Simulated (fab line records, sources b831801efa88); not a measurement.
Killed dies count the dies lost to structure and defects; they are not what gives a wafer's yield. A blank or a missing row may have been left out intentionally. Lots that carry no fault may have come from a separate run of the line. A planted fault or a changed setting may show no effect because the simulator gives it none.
A lot that was struck, set against a sound lot | flow gf180mcu | 18 out of 602 route steps
Sound: the wafers L180.2, L180.4, L180.5. Struck: wafer L170.1 (L170.2, L170.6, from the same lot, were not struck and are left out); the cause is given at the end.
Each step with rows lists, per side, the tool, then ch with its chambers, then its first start. Under that, the readings that differ: sound wafers | struck wafers | difference of the means | sigmas: that difference in standard deviations of wafers without a fault.
alike: a reading whose means differ by less than 2 such deviations, as well as words and numbers matching on both sides. not compared: withheld readings; readings where some wafer has no value; bounds like >300 that might hide an equal value; numbers whose values overlap and for which the record gives no deviation.
The two part at a step that has a row with sigmas, a row that says differs or no value, or rows on one side only. Numbers that have no deviation but don't overlap get no sigmas and don't part them. A reading that every wafer of one side lacks parts them only if that side has two wafers or more.

first, 2 steps without rows for these wafers: GF_CONTACT_PEB_12 (peb time 90 s); GF_CONTACT_DEVELOP_13 (develop time 60 s).
GF_CONTACT_CD_MEAS_14: the cd target is 220 nm.
  struck on cd_sem-02, day 20 03:26; sound on cd_sem-02, day 23 14:04
  alike: cd_nm
GF_CONTACT_OVL_MEAS_15:
  struck on overlay-01, day 20 03:34; sound on overlay-01, day 23 14:10
  alike: CONTACT_OVL
GF_CONTACT_ETCH_16: etches BARC in N2/H2.
  sound on rie_diel-04 ch 0,1,2, day 23 14:11; struck on rie_diel-02 ch 0, day 20 03:35
  alike: drypump_motor_current_A, h2_flow_sccm, oes_product_au, throttle_valve_pct
GF_CONTACT_ETCH_17: etches SiO2 in C4F8/O2/Ar, stops on CoSi2, target depth 860 nm.
  sound on rie_diel-04 ch 0,1,2; struck on rie_diel-02 ch 0
  alike: oes_product_au
GF_CONTACT_STRIP_18: strips in O2/N2.
  sound on plasma_asher-04 ch 0,1, day 23 14:22; struck on plasma_asher-03 ch 1, day 20 03:46
  reading                     | sound             | struck | difference | sigmas
  drypump_motor_current_A (A) | 6.0 6.0 6.0       | 4.9    | -1.1       | -3
  oes_product_au (a.u.)       | 0.575 0.576 0.575 | 0.589  | +0.014     | +3
  alike: heater_power_w
  not compared: rf_hours_counter_h
then, 3 steps without rows for these wafers: GF_CONTACT_CLEAN_19 (cleans in SPM); GF_CONTACT_CLEAN_20 (cleans in DIW); GF_CONTACT_CLEAN_21 (cleans in dHF, time 20 s).
GF_CONTACT_SPUTTER_22: material Ti, target thk 15 nm, time 80.02 s.
  struck on pvd_sputter-01, day 20 04:04; sound on pvd_sputter-01, day 23 14:39
  alike: throttle_valve_pct
GF_CONTACT_SPUTTER_23: material TiN, target thk 10 nm, time 40 s.
  struck on pvd_sputter-01, day 20 04:07; sound on pvd_sputter-01, day 23 14:43
  alike: throttle_valve_pct
GF_CONTACT_CVD_24: deposits W, target thk 300 nm, time 90.339 s.
  sound on cvd_w-02 ch 0, day 23 14:45; struck on cvd_w-01 ch 1, day 20 04:10
  reading                               | sound                | struck | difference | sigmas
  susceptor_temp_C (C)                  | 399.77 399.85 399.49 | 407.45 | +7.75      | +31
  model.W_of_CONTACT_CVD_24.thk_nm (nm) | 302.5 299.3 298.9    | 353.9  | +53.7      |
  alike: heater_power_w
GF_CONTACT_RS_MEAS_25: a four-point-probe measurement.
  struck on film_metro-01, day 20 04:16; sound on film_metro-03, day 23 14:52
  reading               | sound             | struck | difference | sigmas
  CONTACT_W_RS (ohm/sq) | 0.379 0.384 0.383 | 0.323  | -0.059     | -7
GF_CONTACT_THK_MEAS_26: measures by xrf.
  struck on film_metro-01, day 20 04:23; sound on film_metro-03, day 23 14:59
  reading            | sound       | struck | difference | sigmas
  CONTACT_W_THK (nm) | 303 302 300 | 350    | +48        | +7
GF_CONTACT_CMP_27: polishes, stops on SiO2, t overpolish 15 s, target thk 0 nm.
  sound on cmp-02 ch 1,2, day 23 15:02; struck on cmp-01 ch 1, day 20 04:29
  reading                | sound          | struck | difference | sigmas
  time_to_endpoint_s (s) | 72.4 70.0 74.1 | 85.4   | +13.2      | +5
  alike: motor_current_A
then, 2 steps without rows for these wafers: GF_M1_SPUTTER_00 (material Ti, target thk 37.5 nm, time 150 s); GF_PASSIVATION_PROBE_99.

== WHERE THEY PART ==
First at GF_CONTACT_STRIP_18; last, within this record, at GF_CONTACT_CMP_27.

WHY: what the simulator had put in
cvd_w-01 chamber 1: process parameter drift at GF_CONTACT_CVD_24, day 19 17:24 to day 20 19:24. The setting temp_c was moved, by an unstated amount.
